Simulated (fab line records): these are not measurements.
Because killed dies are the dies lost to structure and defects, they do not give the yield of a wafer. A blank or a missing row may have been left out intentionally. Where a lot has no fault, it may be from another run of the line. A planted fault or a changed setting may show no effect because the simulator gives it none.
fab line records	flow sky130
[record] lots = 11	wafers = 33	last_day = 49
route steps=708 shown METAL4@600 METAL5@677 PAD_OPEN@708
lots that met no fault: taken from a fault-free run of the same line
start_h: the number of hours between the record's first day and the start of the first shown wafer of the lot	wait_h: time in hours since the lot's previous step	" unchanged from the row above	L1.1+2: one row covering several wafers at once	- no value, or no start was given	* or withheld: withheld	< > ~ a bound
route shown NAME@n: a module of which the file shows steps, and the number in the route of the first	usual: mean/standard deviation taken from wafers without a fault	same: alike in all rows	chamber/n: place in a boat	sites: per-site readings	_std_site: their standard deviation	_edge_site: mean of outer sites minus mean of inner sites	radius_mm: how far each site lies from the wafer's centre	mask NAME#n: copy n	behind: tool/chamber where the wafer was last shaped	hold: why the lot was held/for how many hours/how that ended	device: the n, p or np transistor that did not switch	end of line: the route-end tests of the same wafers	a step given without rows: its recipe and nothing more	killed: not the wafer's yield, but the dies lost to structure and defects at the first sort	map: dies across one wafer; x = killed, . = not, _ = none there
set.NAME: the setting as run; set.NAME@STEP: as run at that earlier step	model.NAME: the simulator's own value behind a step, which no gauge read
a sample of lots followed through the steps of the route, with each step as a table and each wafer as a row
services: when a tool's chamber went out of use (start_h, in hours from the record's first day, below 0 if earlier), for how many hours, and the reason
[[steps]]
[step SKY_METAL4_SPUTTER_02]
[recipe] material = AlCu	target_thk_nm = 735	power_w = 10600	time_s = 39.1	chamber_pressure_pa = 0.4
[usual] throttle_valve_pct = 30.3/0.87
lot.wafer	tool	chamber	start_h	wait_h	throttle_valve_pct
L719.2	pvd_sputter-02	-	936.50	0.0	30.8
L719.3	"	-	"	"	28.5
L719.4	"	-	"	"	30.3
L720.1	pvd_sputter-03	-	947.56	0.0	31.1
L720.2	"	-	"	"	31.2
L720.6	"	-	"	"	31.2
L721.1	pvd_sputter-04	-	971.16	0.0	30.0
L721.3	"	-	"	"	31.2
L721.6	"	-	"	"	30.2
L722.1	pvd_sputter-03	-	977.48	0.0	30.0
L722.5	"	-	"	"	30.7
L722.6	"	-	"	"	31.0
L725.2	pvd_sputter-02	-	990.50	0.0	29.9
L725.4	"	-	"	"	30.4
L725.6	"	-	"	"	30.2
L726.4	pvd_sputter-02	-	1008.37	0.0	28.6
L726.5	"	-	"	"	30.5
L726.6	"	-	"	"	31.3
L728.1	pvd_sputter-03	-	1010.54	0.0	31.2
L728.4	"	-	"	"	30.8
L728.6	"	-	"	"	31.0
L727.1	pvd_sputter-02	-	1012.77	0.0	30.0
L727.2	"	-	"	"	28.7
L727.5	"	-	"	"	30.1
L730.3	pvd_sputter-03	-	1021.93	0.0	30.2
L730.5	"	-	"	"	29.9
L730.6	"	-	"	"	31.1
L732.1	pvd_sputter-02	-	1041.04	0.0	30.1
L732.2	"	-	"	"	30.4
L732.4	"	-	"	"	28.7
L737.1	pvd_sputter-03	-	1062.15	0.0	29.9
L737.2	"	-	"	"	30.9
L737.6	"	-	"	"	31.2
[step SKY_METAL4_SPUTTER_03]
[recipe] material = Ti	target_thk_nm = 5	power_w = 3000	time_s = 3.3	chamber_pressure_pa = 0.4
[usual] throttle_valve_pct = 30.3/0.89
lot.wafer	tool	chamber	start_h	wait_h	throttle_valve_pct
L719.2	pvd_sputter-02	-	936.54	0.0	30.8
L719.3	"	-	"	"	28.7
L719.4	"	-	"	"	30.5
L720.1	pvd_sputter-03	-	947.60	0.0	31.2
L720.2	"	-	"	"	31.6
L720.6	"	-	"	"	31.4
L721.1	pvd_sputter-04	-	971.20	0.0	30.2
L721.3	"	-	"	"	31.2
L721.6	"	-	"	"	30.0
L722.1	pvd_sputter-03	-	977.51	0.0	29.8
L722.5	"	-	"	"	30.9
L722.6	"	-	"	"	31.3
L725.2	pvd_sputter-02	-	990.54	0.0	30.1
L725.4	"	-	"	"	30.5
L725.6	"	-	"	"	30.1
L726.4	pvd_sputter-02	-	1008.40	0.0	28.4
L726.5	"	-	"	"	30.5
L726.6	"	-	"	"	31.1
L728.1	pvd_sputter-03	-	1010.58	0.0	31.3
L728.4	"	-	"	"	30.7
L728.6	"	-	"	"	31.2
L727.1	pvd_sputter-02	-	1012.81	0.0	29.9
L727.2	"	-	"	"	29.0
L727.5	"	-	"	"	29.9
L730.3	pvd_sputter-03	-	1021.97	0.0	29.9
L730.5	"	-	"	"	29.9
L730.6	"	-	"	"	30.7
L732.1	pvd_sputter-02	-	1041.08	0.0	29.8
L732.2	"	-	"	"	30.5
L732.4	"	-	"	"	28.5
L737.1	pvd_sputter-03	-	1062.19	0.0	30.0
L737.2	"	-	"	"	30.7
L737.6	"	-	"	"	31.7
[step SKY_METAL4_METAL_ETCH_18]
[recipe] target_depth_a = 8450	stop_on = SiO2	over_etch_frac = 0.3	time_s = 183.1	chemistry = Cl2/BCl3	resist_sidewall_deg = 88	pressure_mtorr = 10	icp_w = 900	bias_w = 48.5	Cl2_flow_sccm = 60	bcl3_flow_sccm = 30
[usual] drypump_motor_current_A = 5.4/0.69	mfc_cl2_sccm = 59.98/0.17	oes_product_au = 0.867/0.0059	throttle_valve_pct = 22.264/0.0086
lot.wafer	tool	chamber	start_h	wait_h	drypump_motor_current_A	mfc_cl2_sccm	oes_product_au	rf_hours_counter_h	throttle_valve_pct
L719.2	rie_metal-03	1	985.29	0.0	5.2	59.97	0.868	9	22.268
L719.3	"	0	"	"	6.0	59.77	0.868	-	22.267
L719.4	"	1	"	"	5.2	60.27	0.862	-	22.257
L720.1	rie_metal-02	1	995.51	0.0	5.1	59.77	0.861	6	22.262
L720.2	"	0	"	"	6.8	59.86	0.859	18	22.250
L720.6	"	1	"	"	5.1	60.12	0.866	-	22.262
L721.1	rie_metal-01	1	1018.41	0.0	4.7	59.89	0.867	18	22.260
L721.3	"	0	"	"	5.1	60.07	0.862	-	22.268
L721.6	"	1	"	"	4.7	60.08	0.869	-	22.262
L722.1	rie_metal-01	1	1025.15	0.0	4.7	59.80	0.866	18	22.266
L722.5	"	1	"	"	4.7	59.89	0.877	-	22.274
L722.6	"	0	"	"	5.0	59.73	0.863	-	22.272
L725.2	rie_metal-01	0	1036.79	0.0	5.0	59.98	0.864	7	22.258
L725.4	"	1	"	"	4.7	60.14	0.855	-	22.257
L725.6	"	0	"	"	5.0	59.95	0.867	-	22.263
L726.4	rie_metal-03	1	1055.11	0.1	5.2	60.08	0.867	-	22.271
L726.5	"	0	"	"	6.1	59.92	0.877	-	22.261
L726.6	"	1	"	"	5.2	59.86	0.873	-	22.273
L728.1	rie_metal-01	1	1056.99	0.0	4.7	59.93	0.864	21	22.265
L728.4	"	1	"	"	4.7	60.11	0.866	-	22.266
L728.6	"	0	"	"	5.0	59.94	0.859	-	22.267
L727.1	rie_metal-03	0	1058.95	0.0	6.1	59.83	0.865	10	22.258
L727.2	"	1	"	"	5.1	59.79	0.870	13	22.266
L727.5	"	0	"	"	6.1	59.87	0.876	-	22.271
L730.3	rie_metal-03	1	1067.00	0.1	5.1	60.22	0.863	-	22.250
L730.5	"	1	"	"	5.1	60.14	0.865	-	22.278
L730.6	"	0	"	"	6.1	59.83	0.869	-	22.275
L732.1	rie_metal-02	1	1084.75	0.0	5.1	60.00	0.870	11	22.254
L732.2	"	0	"	"	6.8	59.86	0.854	24	22.274
L732.4	"	1	"	"	5.1	60.02	0.864	-	22.254
L737.1	rie_metal-03	1	1104.70	0.0	5.2	60.22	0.861	17	22.256
L737.2	"	0	"	"	6.0	59.84	0.868	13	22.265
L737.6	"	0	"	"	6.1	60.14	0.865	-	22.263
[step SKY_METAL5_STRIP_16]
[recipe] chemistry = O2/N2	power_w = 1400	pressure_mtorr = 1500	platen_temp_c = withheld	o2_flow_sccm = 3000	n2_flow_sccm = 300	overash_fraction = 0.5
[usual] drypump_motor_current_A = 5.75/0.16	oes_product_au = 0.711/0.0045	strip_time_to_endpoint_s = 13.07/0.12
[same] overash_fraction = 0.5
lot.wafer	tool	chamber	start_h	wait_h	drypump_motor_current_A	oes_product_au	rf_hours_counter_h	strip_time_to_endpoint_s
L719.2	plasma_asher-03	1	1032.81	0.2	5.58	0.718	87	13.19
L719.3	"	1	"	"	5.57	0.716	-	13.17
L719.4	"	0	"	"	6.06	0.717	-	13.11
L720.1	plasma_asher-04	0	1043.56	0.2	5.69	0.707	61	12.99
L720.2	"	1	"	"	5.79	0.710	61	13.06
L720.6	"	1	"	"	5.80	0.711	-	12.99
L721.1	plasma_asher-04	0	1065.40	0.2	5.69	0.709	63	12.93
L721.3	"	1	"	"	5.81	0.714	-	12.98
L721.6	"	1	"	"	5.82	0.716	-	13.06
L722.1	plasma_asher-04	0	1072.37	0.2	5.67	0.708	64	13.19
L722.5	"	0	"	"	5.71	0.706	-	13.14
L722.6	"	1	"	"	5.84	0.714	-	13.25
L725.2	plasma_asher-04	0	1082.77	0.2	5.70	0.714	65	12.92
L725.4	"	1	"	"	5.81	0.704	-	12.99
L725.6	"	1	"	"	5.79	0.711	-	12.94
L726.4	plasma_asher-03	1	1099.84	0.1	5.56	0.708	-	13.07
L726.5	"	0	"	"	6.06	0.707	-	13.06
L726.6	"	1	"	"	5.54	0.712	-	12.97
L728.1	plasma_asher-04	1	1101.51	0.2	5.79	0.717	67	13.26
L728.4	"	0	"	"	5.66	0.716	-	13.18
L728.6	"	0	"	"	5.72	0.711	-	13.25
L727.1	plasma_asher-03	1	1102.72	0.2	5.55	0.714	94	12.99
L727.2	"	0	"	"	6.04	0.717	94	12.89
L727.5	"	1	"	"	5.55	0.711	-	12.97
L730.3	plasma_asher-04	0	1110.94	0.1	5.71	0.707	-	12.87
L730.5	"	0	"	"	5.67	0.711	-	12.91
L730.6	"	1	"	"	5.79	0.700	-	13.07
L732.1	plasma_asher-04	0	1128.31	0.2	5.66	0.712	70	13.13
L732.2	"	1	"	"	5.81	0.712	70	13.23
L732.4	"	0	"	"	5.71	0.707	-	13.22
L737.1	plasma_asher-02	1	1145.81	0.2	5.90	0.712	7	13.22
L737.2	"	0	"	"	5.54	0.711	7	13.07
L737.6	"	1	"	"	5.87	0.713	-	13.16
[step SKY_PAD_OPEN_PROBE_99]
[usual] defect_limited_yield = 82.6/1.9	killed_at_M0_to_M3 = 43/6.9	killed_at_M4_up = 3.0/1.8	killed_at_contacts = 24/4.8	killed_at_front_end = 15/4.5	killed_at_other = 0.4/0.67	killed_dies = 86/9.2	killed_on_rim = 17/3.5	killed_open = 46/6.9	killed_short = 39/6	sort_bin_3_pad_short = 0.8/0.39	sort_bin_5_function = 10.2/1.3	sort_bin_6_memory = 6.3/1.2	sort_n_pass = 406/9.2	sort_yield_pct = 82.6/1.9
[same] gross_dies = 492	killed_at_back_side = 0	sort_bin_4_leakage[%] = 0	sort_bin_8_speed[%] = 0
lot.wafer	tool	chamber	start_h	wait_h	defect_limited_yield[%]	killed_at_M0_to_M3	killed_at_M4_up	killed_at_contacts	killed_at_front_end	killed_at_other	killed_dies	killed_on_rim	killed_open	killed_short	sort_bin_3_pad_short[%]	sort_bin_5_function[%]	sort_bin_6_memory[%]	sort_n_pass	sort_yield_pct[%]
L719.2	prober-01	-	1079.73	0.1	83.1	40	4	26	13	0	83	15	49	34	0.4	10.6	5.9	409	83.1
L719.3	prober-01	-	1079.78	0.2	80.1	57	6	20	15	0	98	20	49	49	0.8	10.4	8.7	394	80.1
L719.4	prober-01	-	1079.83	0.2	83.3	39	3	22	18	0	82	12	33	49	1.8	11.0	3.9	410	83.3
L720.1	prober-02	-	1089.36	0.1	81.3	48	3	19	22	0	92	15	44	47	0.2	11.4	7.1	400	81.3
L720.2	prober-02	-	1089.41	0.1	80.9	36	1	30	24	3	94	20	56	36	0.4	8.5	10.2	398	80.9
L720.6	prober-02	-	1089.61	0.2	83.5	44	2	23	12	0	81	15	37	43	0	10.2	6.3	411	83.5
L721.1	prober-01	-	1109.72	0.1	84.1	40	3	21	14	0	78	16	40	38	0.8	8.9	6.1	414	84.1
L721.3	prober-01	-	1109.82	0.2	82.1	52	4	19	13	0	88	15	50	38	1.6	11.6	4.7	404	82.1
L721.6	prober-01	-	1109.97	0.2	81.1	52	3	25	12	1	93	18	52	41	1.2	10.8	6.9	399	81.1
L722.1	prober-02	-	1117.38	0.1	83.3	40	3	26	12	1	82	16	37	44	1.4	10.6	4.7	410	83.3
L722.5	prober-02	-	1117.58	0.2	83.9	34	1	23	19	2	79	15	36	40	1.0	8.5	6.5	413	83.9
L722.6	prober-02	-	1117.63	0.2	83.5	44	0	16	19	2	81	13	38	41	0.8	8.3	7.3	411	83.5
L725.2	prober-02	-	1126.52	0.1	81.3	35	3	40	14	0	92	21	47	45	1.6	11.2	5.9	400	81.3
L725.4	prober-02	-	1126.62	0.2	90.0	22	2	17	8	0	49	10	29	20	0.6	5.9	3.5	443	90.0
L725.6	prober-02	-	1126.72	0.2	83.7	28	2	31	18	1	80	16	46	33	1.0	9.8	5.5	412	83.7
L726.4	prober-02	-	1142.54	0.2	82.9	48	2	20	13	1	84	18	49	35	0.6	9.3	7.1	408	82.9
L726.5	prober-02	-	1142.59	0.2	82.7	52	2	24	7	0	85	13	48	36	1.2	9.1	6.9	407	82.7
L726.6	prober-02	-	1142.64	0.2	82.5	36	2	32	16	0	86	15	51	34	0.2	11.6	5.7	406	82.5
L728.1	prober-01	-	1144.57	0.1	79.9	56	7	28	7	1	99	19	59	39	1.2	11.8	7.1	393	79.9
L728.4	prober-01	-	1144.72	0.2	83.5	47	3	21	10	0	81	15	49	31	0.8	10.0	5.7	411	83.5
L728.6	prober-01	-	1144.82	0.2	82.7	45	2	25	13	0	85	19	47	37	0.8	11.2	5.3	407	82.7
L727.1	prober-02	-	1145.89	0.1	80.1	46	4	28	20	0	98	17	61	37	1.0	10.8	8.1	394	80.1
L727.2	prober-02	-	1145.94	0.1	81.3	38	2	32	19	1	92	19	56	36	0.2	11.0	7.5	400	81.3
L727.5	prober-02	-	1146.09	0.2	83.3	44	6	12	20	0	82	17	49	33	0.2	11.6	4.9	410	83.3
L730.3	prober-02	-	1154.02	0.2	72.0	45	52	23	18	0	138	28	54	33	4.3	16.5	7.3	354	72.0
L730.5	prober-02	-	1154.12	0.2	73.4	50	51	23	7	0	131	25	43	40	4.9	14.2	7.5	361	73.4
L730.6	prober-02	-	1154.17	0.2	72.6	33	57	24	21	0	135	25	42	39	2.4	18.3	6.7	357	72.6
L732.1	prober-01	-	1167.52	0.1	74.0	31	63	20	13	1	128	23	42	25	4.9	15.7	5.5	364	74.0
L732.2	prober-01	-	1167.57	0.1	73.2	40	54	30	7	1	132	26	36	46	4.3	14.8	7.7	360	73.2
L732.4	prober-01	-	1167.67	0.2	73.0	41	62	19	10	1	133	30	44	29	3.5	16.3	7.3	359	73.0
L737.1	prober-02	-	1183.62	0.1	81.3	45	3	25	18	1	92	16	51	41	0.8	11.2	6.7	400	81.3
L737.2	prober-02	-	1183.67	0.1	83.3	53	2	17	10	0	82	14	47	35	0.6	9.3	6.7	410	83.3
L737.6	prober-02	-	1183.87	0.2	84.6	40	2	20	13	1	76	17	37	39	0.2	9.1	6.1	416	84.6
// killed by level:class
L719.2 VIA1:geometric_particle:open=9 CONTACT:geometric_particle:open=8 LI_CONTACT:geometric_particle:open=7 VIA2:geometric_particle:open=7 LOCAL_INTERCONNECT:geometric_particle:short=6 VIA3:geometric_particle:open=5 VIA1:geometric_particle:short=4 METAL2:geometric_particle:short=4
L719.3 VIA1:geometric_particle:open=14 VIA3:geometric_particle:open=9 VIA1:geometric_particle:short=8 LI_CONTACT:geometric_particle:open=7 METAL2:geometric_particle:short=7 METAL4:geometric_particle:short=6 POLY_GATE:geometric_particle:open=5 METAL1:geometric_particle:short=5
L719.4 VIA1:geometric_particle:open=10 LOCAL_INTERCONNECT:geometric_particle:short=7 METAL2:geometric_particle:short=6 VIA2:geometric_particle:open=5 CONTACT:geometric_particle:short=5 FIELD_ISO:geometric_particle:short=4 FIELD_ISO:geometric_particle:open=4 SPACER:geometric_particle:short=4
L720.1 VIA1:geometric_particle:open=9 VIA3:geometric_particle:open=7 POLY_GATE:geometric_particle:open=7 VIA2:geometric_particle:open=7 POLY_GATE:geometric_particle:short=6 METAL1:geometric_particle:short=6 METAL2:geometric_particle:short=6 VIA3:geometric_particle:short=6
L720.2 CONTACT:geometric_particle:open=17 VIA1:geometric_particle:open=9 POLY_GATE:geometric_particle:open=7 POLY_GATE:geometric_particle:short=6 METAL2:geometric_particle:short=5 FIELD_ISO:geometric_particle:open=4 VIA3:geometric_particle:open=4 METAL1:geometric_particle:short=4
L720.6 VIA1:geometric_particle:open=10 VIA2:geometric_particle:open=8 CONTACT:geometric_particle:open=7 VIA1:geometric_particle:short=7 LOCAL_INTERCONNECT:geometric_particle:short=6 METAL1:geometric_particle:short=6 LI_CONTACT:geometric_particle:short=4 METAL3:geometric_particle:short=4
L721.1 CONTACT:geometric_particle:open=11 FIELD_ISO:geometric_particle:open=7 VIA1:geometric_particle:open=7 VIA3:geometric_particle:open=5 METAL1:geometric_particle:short=5 CONTACT:geometric_particle:short=5 FIELD_ISO:geometric_particle:short=4 METAL2:geometric_particle:short=4
L721.3 VIA1:geometric_particle:open=11 VIA3:geometric_particle:open=9 LI_CONTACT:geometric_particle:open=8 VIA2:geometric_particle:open=7 CONTACT:geometric_particle:open=6 VIA2:geometric_particle:short=6 FIELD_ISO:geometric_particle:short=5 POLY_GATE:geometric_particle:open=5
L721.6 VIA1:geometric_particle:open=20 LI_CONTACT:geometric_particle:open=11 METAL2:geometric_particle:short=8 CONTACT:geometric_particle:short=6 CONTACT:geometric_particle:open=6 FIELD_ISO:geometric_particle:short=5 VIA1:geometric_particle:short=5 METAL3:geometric_particle:short=4
L722.1 LI_CONTACT:geometric_particle:open=10 VIA1:geometric_particle:open=9 METAL2:geometric_particle:short=7 FIELD_ISO:geometric_particle:short=6 VIA1:geometric_particle:short=6 CONTACT:geometric_particle:short=5 VIA2:geometric_particle:open=5 CONTACT:geometric_particle:open=4
L722.5 CONTACT:geometric_particle:short=8 POLY_GATE:geometric_particle:open=6 VIA1:geometric_particle:open=6 VIA2:geometric_particle:open=6 METAL2:geometric_particle:short=5 POLY_GATE:geometric_particle:short=4 LI_CONTACT:geometric_particle:open=4 CONTACT:geometric_particle:open=4
L722.6 FIELD_ISO:geometric_particle:short=8 VIA2:geometric_particle:open=8 METAL1:geometric_particle:short=7 METAL2:geometric_particle:short=6 VIA2:geometric_particle:short=6 LI_CONTACT:geometric_particle:open=5 VIA3:geometric_particle:open=5 VIA1:geometric_particle:open=5
L725.2 CONTACT:geometric_particle:open=11 LI_CONTACT:geometric_particle:open=9 VIA3:geometric_particle:open=9 LOCAL_INTERCONNECT:geometric_particle:short=8 CONTACT:geometric_particle:short=7 FIELD_ISO:geometric_particle:short=5 VIA1:geometric_particle:open=5 FIELD_ISO:geometric_particle:open=4
L725.4 CONTACT:geometric_particle:open=8 LOCAL_INTERCONNECT:geometric_particle:short=5 VIA1:geometric_particle:open=5 VIA3:geometric_particle:open=4 METAL1:geometric_particle:short=3 VIA1:geometric_particle:short=3 VIA2:geometric_particle:open=3 FIELD_ISO:geometric_particle:open=2
L725.6 CONTACT:geometric_particle:open=11 LI_CONTACT:geometric_particle:open=7 VIA1:geometric_particle:open=7 FIELD_ISO:geometric_particle:open=6 LOCAL_INTERCONNECT:geometric_particle:short=5 POLY_GATE:geometric_particle:short=4 METAL1:geometric_particle:short=4 VIA2:geometric_particle:open=4
L726.4 VIA1:geometric_particle:open=12 VIA3:geometric_particle:open=9 LI_CONTACT:geometric_particle:open=8 CONTACT:geometric_particle:open=7 VIA1:geometric_particle:short=6 FIELD_ISO:geometric_particle:short=5 VIA3:geometric_particle:short=5 POLY_GATE:geometric_particle:open=4
L726.5 VIA1:geometric_particle:open=12 VIA3:geometric_particle:open=10 CONTACT:geometric_particle:open=9 METAL2:geometric_particle:short=7 VIA2:geometric_particle:open=5 LI_CONTACT:geometric_particle:open=5 VIA1:geometric_particle:short=5 VIA3:geometric_particle:short=5
L726.6 CONTACT:geometric_particle:open=12 VIA1:geometric_particle:open=11 VIA1:geometric_particle:short=7 LI_CONTACT:geometric_particle:open=7 VIA2:geometric_particle:open=7 LOCAL_INTERCONNECT:geometric_particle:short=5 CONTACT:geometric_particle:short=5 FIELD_ISO:geometric_particle:short=4
L728.1 VIA1:geometric_particle:open=13 CONTACT:geometric_particle:open=12 VIA2:geometric_particle:open=8 VIA3:geometric_particle:open=8 LI_CONTACT:geometric_particle:open=7 VIA1:geometric_particle:short=7 CONTACT:geometric_particle:short=6 VIA2:geometric_particle:short=5
L728.4 VIA1:geometric_particle:open=16 LI_CONTACT:geometric_particle:open=8 VIA3:geometric_particle:open=7 CONTACT:geometric_particle:open=6 VIA1:geometric_particle:short=5 METAL2:geometric_particle:short=5 POLY_GATE:geometric_particle:open=4 LOCAL_INTERCONNECT:geometric_particle:short=4
L728.6 VIA3:geometric_particle:open=10 VIA2:geometric_particle:open=8 LI_CONTACT:geometric_particle:open=7 VIA3:geometric_particle:short=6 LOCAL_INTERCONNECT:geometric_particle:short=6 CONTACT:geometric_particle:open=6 VIA1:geometric_particle:short=6 VIA1:geometric_particle:open=6
L727.1 VIA1:geometric_particle:open=16 LI_CONTACT:geometric_particle:open=9 CONTACT:geometric_particle:open=9 POLY_GATE:geometric_particle:short=6 FIELD_ISO:geometric_particle:open=5 VIA2:geometric_particle:open=5 VIA3:geometric_particle:open=5 FIELD_ISO:geometric_particle:short=4
L727.2 CONTACT:geometric_particle:open=13 VIA1:geometric_particle:open=11 LI_CONTACT:geometric_particle:open=9 VIA3:geometric_particle:open=9 POLY_GATE:geometric_particle:short=5 POLY_GATE:geometric_particle:open=5 METAL2:geometric_particle:short=5 FIELD_ISO:geometric_particle:open=4
L727.5 VIA1:geometric_particle:open=12 VIA2:geometric_particle:open=7 POLY_GATE:geometric_particle:open=6 CONTACT:geometric_particle:open=6 VIA1:geometric_particle:short=6 METAL4:geometric_particle:short=5 FIELD_ISO:geometric_particle:short=4 POLY_GATE:geometric_particle:short=4
L730.3 METAL5:unspecified=51 CONTACT:geometric_particle:open=15 VIA2:geometric_particle:open=8 VIA3:geometric_particle:open=8 FIELD_ISO:geometric_particle:short=7 POLY_GATE:geometric_particle:open=5 LI_CONTACT:geometric_particle:open=5 VIA1:geometric_particle:short=5
L730.5 METAL5:unspecified=48 VIA2:geometric_particle:open=15 VIA1:geometric_particle:open=8 LOCAL_INTERCONNECT:geometric_particle:short=7 CONTACT:geometric_particle:open=6 VIA1:geometric_particle:short=6 LI_CONTACT:geometric_particle:open=5 VIA3:geometric_particle:open=5
L730.6 METAL5:unspecified=53 CONTACT:geometric_particle:open=12 VIA1:geometric_particle:open=7 FIELD_ISO:geometric_particle:open=6 POLY_GATE:geometric_particle:open=6 CONTACT:geometric_particle:short=6 METAL2:geometric_particle:short=6 POLY_GATE:geometric_particle:short=5
L732.1 METAL5:unspecified=61 CONTACT:geometric_particle:open=7 VIA1:geometric_particle:open=7 VIA3:geometric_particle:open=6 POLY_GATE:geometric_particle:open=4 LOCAL_INTERCONNECT:geometric_particle:short=4 METAL2:geometric_particle:short=4 FIELD_ISO:geometric_particle:open=3
L732.2 METAL5:unspecified=50 VIA1:geometric_particle:open=12 CONTACT:geometric_particle:open=9 CONTACT:geometric_particle:short=8 LI_CONTACT:geometric_particle:open=6 METAL1:geometric_particle:short=6 VIA1:geometric_particle:short=5 VIA2:geometric_particle:open=4
L732.4 METAL5:unspecified=60 VIA1:geometric_particle:open=17 CONTACT:geometric_particle:open=6 VIA2:geometric_particle:short=5 LI_CONTACT:geometric_particle:open=4 CONTACT:geometric_particle:short=4 VIA2:geometric_particle:open=4 VIA3:geometric_particle:open=4
L737.1 VIA1:geometric_particle:open=17 CONTACT:geometric_particle:short=8 CONTACT:geometric_particle:open=7 VIA3:geometric_particle:open=7 POLY_GATE:geometric_particle:open=6 LI_CONTACT:geometric_particle:open=6 POLY_GATE:geometric_particle:short=5 METAL1:geometric_particle:short=5
L737.2 VIA1:geometric_particle:open=10 VIA2:geometric_particle:open=9 LI_CONTACT:geometric_particle:open=7 CONTACT:geometric_particle:open=7 METAL1:geometric_particle:short=7 METAL2:geometric_particle:short=7 VIA1:geometric_particle:short=6 VIA3:geometric_particle:open=5
L737.6 VIA2:geometric_particle:open=11 LI_CONTACT:geometric_particle:open=9 METAL1:geometric_particle:short=6 METAL2:geometric_particle:short=6 VIA1:geometric_particle:short=5 VIA2:geometric_particle:short=5 CONTACT:geometric_particle:open=4 VIA1:geometric_particle:open=4
[[services]]
tool	chamber	start_h	hours	kind
pvd_sputter-04	-	943.85	4.6	repair
plasma_asher-02	-	950.47	0.4	repair
plasma_asher-03	-	955.74	1.0	repair
plasma_asher-03	-	958.38	2.8	pm
pvd_sputter-04	-	964.83	0.5	repair
pvd_sputter-03	3	986.61	-	consumable_replace:kit
pvd_sputter-03	3	986.61	18.0	scheduled_down
pvd_sputter-03	3	986.61	18.0	vent_cycle
pvd_sputter-02	1	990.61	-	consumable_replace:kit
pvd_sputter-02	1	990.61	18.0	scheduled_down
pvd_sputter-02	1	990.61	18.0	vent_cycle
rie_metal-01	-	997.18	0.3	repair
plasma_asher-03	-	1040.01	7.5	repair
plasma_asher-02	-	1049.16	5.8	repair
plasma_asher-02	-	1055.33	9.0	pm
pvd_sputter-02	-	1087.76	4.4	repair
pvd_sputter-02	0	1098.67	-	consumable_replace:kit
pvd_sputter-02	0	1098.67	18.0	scheduled_down
pvd_sputter-02	0	1098.67	18.0	vent_cycle
pvd_sputter-03	2	1101.12	-	consumable_replace:kit
pvd_sputter-03	2	1101.12	18.0	scheduled_down
pvd_sputter-03	-	1106.45	4.1	repair
plasma_asher-02	-	1127.64	4.1	repair
pvd_sputter-04	-	1134.08	0.8	repair
[[key]]
[first_sign] step = SKY_PAD_OPEN_PROBE_99	reading = killed_at_M4_up	direction = up	sigmas = 29	usual = 3.0	struck = 56.5
[effect] step = SKY_PAD_OPEN_PROBE_99	reading = sort_bin_3_pad_short	direction = up	sigmas = 8.1	usual = 0.8	struck = 4.0
met_at SKY_METAL5_STRIP_16
struck_lots L730,L732
not_acting_at SKY_METAL4_SPUTTER_02,SKY_METAL4_SPUTTER_03,SKY_METAL4_METAL_ETCH_18
onset_between 1101.51 1110.94
[fault] kind = chamber_particle_source	tool = plasma_asher-04	chamber = -	onset_h = 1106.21	steps = SKY_METAL5_STRIP_16	rate_per_visit_cm2 = 2.1802	end_h = 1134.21
